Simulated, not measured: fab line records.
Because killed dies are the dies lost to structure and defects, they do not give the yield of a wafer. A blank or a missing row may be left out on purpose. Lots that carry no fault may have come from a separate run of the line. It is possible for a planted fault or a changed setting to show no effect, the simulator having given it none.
Check for tools in common    flow sky130    14 lots, 42 wafers sampled

## THE REASON FOR OPENING IT
2 of 14 lots carry a flag on the reading NWELL_2_TW at SKY_NWELL_TW_MEAS_26. Wafers without a fault read 501.2, standard deviation 2.8.
Rule: a lot gets a flag if all its wafers with a number sit over 4 standard deviations from that mean, or if no wafer of it has a number. The rest of the lots are taken to be sound.

lot   measured      on             NWELL_2_TW, wafer by wafer  flag
L612  day 5 08:51   film metro-01  503.6 504.0 502.7           
L613  day 5 12:19   film metro-01  503.3 503.5 506.1           
L614  day 5 18:53   film metro-02  504.7 499.9 502.6           
L615  day 6 00:06   film metro-03  497.8 496.8 496.4           
L616  day 6 09:31   film metro-03  30.0 30.1 30.0              FLAGGED
L617  day 6 11:05   film metro-03  30.1 29.9 30.0              FLAGGED
L626  day 8 19:49   film metro-01  505.2 503.7 503.8           
L628  day 9 10:58   film metro-03  498.4 499.8 498.5           
L630  day 9 16:16   film metro-01  505.3 502.4 505.7           
L631  day 10 03:58  film metro-02  505.2 505.0 505.8           
L632  day 10 07:56  film metro-03  497.1 497.0 498.3           
L633  day 10 12:19  film metro-02  502.7 501.4 497.9           
L634  day 10 13:36  film metro-01  505.6 506.2 508.1           
L635  day 11 00:44  film metro-01  503.7 503.3 506.1           
Averaged over the flagged lots the numbers come to 30.0, -471.2 from the usual (-99 or more standard deviations).

## WHICH TOOL RAN EACH LOT
Before the reading, the record contains 3 process steps out of a 708-step route. Each cell gives the tool, then ch followed by the chambers the sampled wafers passed through, then the start.
lot   flag     SKY_DNWELL_STRIP_08                  SKY_NWELL_STRIP_14                   SKY_NWELL_STRIP_25
L612           plasma asher-02 ch 0,1, day 3 05:59  plasma asher-04 ch 1, day 4 15:30    plasma asher-04 ch 0,1, day 5 08:45
L613           plasma asher-01 ch 0,1, day 3 07:47  plasma asher-01 ch 0, day 4 17:43    plasma asher-04 ch 0,1, day 5 12:12
L614           plasma asher-02 ch 0,1, day 3 14:26  plasma asher-03 ch 0,1, day 5 00:37  plasma asher-03 ch 0,1, day 5 18:46
L615           plasma asher-02 ch 0,1, day 3 19:50  plasma asher-04 ch 0,1, day 5 05:46  plasma asher-03 ch 0,1, day 6 00:00
L616  FLAGGED  plasma asher-04 ch 0,1, day 4 02:55  plasma asher-04 ch 0,1, day 5 14:27  plasma asher-04 ch 1, day 6 09:25
L617  FLAGGED  plasma asher-04 ch 1, day 4 04:44    plasma asher-04 ch 0,1, day 5 16:13  plasma asher-04 ch 0,1, day 6 10:58
L626           plasma asher-02 ch 0,1, day 6 09:56  plasma asher-04 ch 0,1, day 8 02:27  plasma asher-04 ch 0,1, day 8 19:43
L628           plasma asher-04 ch 0,1, day 6 18:49  plasma asher-03 ch 0,1, day 8 14:24  plasma asher-01 ch 0,1, day 9 10:53
L630           plasma asher-04 ch 0,1, day 7 04:50  plasma asher-01 ch 0,1, day 8 18:43  plasma asher-03 ch 0, day 9 16:09
L631           plasma asher-01 ch 0,1, day 7 10:35  plasma asher-04 ch 0,1, day 9 07:36  plasma asher-01 ch 0,1, day 10 03:52
L632           plasma asher-01 ch 0,1, day 7 16:53  plasma asher-01 ch 0,1, day 9 10:16  plasma asher-01 ch 0,1, day 10 07:49
L633           plasma asher-01 ch 0,1, day 7 23:59  plasma asher-03 ch 0,1, day 9 14:21  plasma asher-01 ch 0, day 10 12:13
L634           plasma asher-04 ch 0,1, day 8 01:41  plasma asher-04 ch 0,1, day 9 15:43  plasma asher-04 ch 0,1, day 10 13:30
L635           plasma asher-04 ch 0, day 8 09:08    plasma asher-04 ch 0, day 10 01:46   plasma asher-04 ch 0,1, day 11 00:37
These steps, and what they do:
- SKY_DNWELL_STRIP_08: strips in O2/N2.
- SKY_NWELL_STRIP_14: strips in O2/N2.
- SKY_NWELL_STRIP_25: strips in O2/N2.
- SKY_NWELL_TW_MEAS_26

## FLAGGED OVER TOTAL, TOOL BY TOOL (the gauges that took the reading come last)
step                  tool             lots run  flagged  share of the flagged lots  sound lots run after its first flagged lot
SKY_DNWELL_STRIP_08   plasma asher-01  4         0        none                       -
SKY_DNWELL_STRIP_08   plasma asher-02  4         0        none                       -
SKY_DNWELL_STRIP_08   plasma asher-04  6         2        all                        4 (L628,L630,L634,L635)
SKY_NWELL_STRIP_14    plasma asher-01  3         0        none                       -
SKY_NWELL_STRIP_14    plasma asher-03  3         0        none                       -
SKY_NWELL_STRIP_14    plasma asher-04  8         2        all                        4 (L626,L631,L634,L635)
SKY_NWELL_STRIP_25    plasma asher-01  4         0        none                       -
SKY_NWELL_STRIP_25    plasma asher-03  3         0        none                       -
SKY_NWELL_STRIP_25    plasma asher-04  7         2        all                        3 (L626,L634,L635)
SKY_NWELL_TW_MEAS_26  film metro-01    6         0        none                       -
SKY_NWELL_TW_MEAS_26  film metro-02    3         0        none                       -
SKY_NWELL_TW_MEAS_26  film metro-03    5         2        all                        2 (L628,L632)

## WHAT IS ALLOWED BY THE TABLE
4 rows of the table ran every flagged lot: plasma asher-04 at SKY_DNWELL_STRIP_08, plasma asher-04 at SKY_NWELL_STRIP_14, plasma asher-04 at SKY_NWELL_STRIP_25, film metro-03 at SKY_NWELL_TW_MEAS_26.
- plasma asher-04 at SKY_DNWELL_STRIP_08 ran 6 lots, 2 of them flagged. Sound lots ran on it after the first flagged one (L628, L630, L634, L635), which a lasting fault on the whole tool wouldn't allow.
- plasma asher-04 at SKY_NWELL_STRIP_14 ran 8 lots, 2 of them flagged. Sound lots ran on it after the first flagged one (L626, L631, L634, L635), which a lasting fault on the whole tool wouldn't allow. On the flagged lots its readings are blank where sound lots have values: chamber pressure mTorr, drypump motor current A, o2 flow sccm, oes product au and 1 more.
- plasma asher-04 at SKY_NWELL_STRIP_25 ran 7 lots, 2 of them flagged. Sound lots ran on it after the first flagged one (L626, L634, L635), which a lasting fault on the whole tool wouldn't allow. Its own readings lie more than 4 standard deviations out on every wafer of the flagged lots: strip time to endpoint s.
- film metro-03 at SKY_NWELL_TW_MEAS_26 ran 5 lots, 2 of them flagged. Sound lots ran on it after the first flagged one (L628, L632), which a lasting fault on the whole tool wouldn't allow.
There is no row in the table that ran each flagged lot and no sound lot after the first.

## WHAT WAS PUT IN BY THE SIMULATOR
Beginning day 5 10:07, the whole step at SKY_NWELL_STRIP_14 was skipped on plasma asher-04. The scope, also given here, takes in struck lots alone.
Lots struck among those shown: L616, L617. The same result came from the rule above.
